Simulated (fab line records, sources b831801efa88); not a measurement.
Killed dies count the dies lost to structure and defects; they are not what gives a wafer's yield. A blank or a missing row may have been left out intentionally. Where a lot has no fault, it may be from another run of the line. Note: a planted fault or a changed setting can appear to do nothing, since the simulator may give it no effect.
2 desks looking at one fault + flow gf180mcu + only its own numbers are on each desk; what lay behind them is given at the end

THE TOOL OWNER'S DESK: rie-metal-03
The tool's own readings at GF_M3_METAL_ETCH_16 (etches the open film in Cl2/BCl3, stops on SiO2, target depth 750.8 nm, time 125.1 s): means of the sampled wafers that have a number, for each lot that ran on this tool. The brackets show how far a lot's mean lies from the usual mean; more than 4 standard deviations puts the lot out of limits, marked OUT.
Columns: A = drypump-motor-current-A at GF_M3_METAL_ETCH_16, usual 5.51 A; B = mfc-cl2-sccm at GF_M3_METAL_ETCH_16, usual 80.01 sccm; C = oes-product-au at GF_M3_METAL_ETCH_16, usual 0.990 a.u.; D = throttle-valve-pct at GF_M3_METAL_ETCH_16, usual 28.230 %
| lot  | first seen here | A    | B     | C     | D      |
|------|-----------------|------|-------|-------|--------|
| L838 | day 23 15:01    | 5.59 | 80.00 | 0.994 | 28.213 |
| L842 | day 24 22:41    | 5.67 | 80.18 | 0.993 | 28.224 |
| L852 | day 28 01:20    | 5.50 | 80.14 | 0.986 | 28.230 |
This desk's finding: nothing out of limits on any of the 3 lots.

FROM THE METROLOGY DESK
Means of the sampled wafers that have a number, per lot and without regard to the tool the lot ran on: this is what the gauges read. The brackets show how far a lot's mean lies from the usual mean; more than 4 standard deviations puts the lot out of limits, marked OUT.
Columns: A = M3_ALCU_RS at GF_M3_RS_MEAS_05, usual 0.0698 ohm/sq
| lot  | first seen here | A      |
|------|-----------------|--------|
| L833 | day 20 21:23    | 0.0692 |
| L838 | day 22 16:47    | 0.0694 |
| L840 | day 23 11:02    | 0.0697 |
| L842 | day 23 23:23    | 0.0710 |
| L845 | day 24 20:58    | 0.0692 |
| L847 | day 25 22:09    | 0.0697 |
| L850 | day 26 11:37    | 0.0704 |
| L851 | day 26 20:20    | 0.0711 |
| L852 | day 27 04:55    | 0.0697 |
| L853 | day 27 11:18    | 0.0704 |
| L854 | day 27 13:54    | 0.0696 |
This desk's finding: nothing out of limits on any of the 11 lots.

BROUGHT TOGETHER
The desk of the tool owner found nothing out of limits.
At the metrology desk, nothing out of limits was observed.

WHAT WAS PUT IN BY THE SIMULATOR
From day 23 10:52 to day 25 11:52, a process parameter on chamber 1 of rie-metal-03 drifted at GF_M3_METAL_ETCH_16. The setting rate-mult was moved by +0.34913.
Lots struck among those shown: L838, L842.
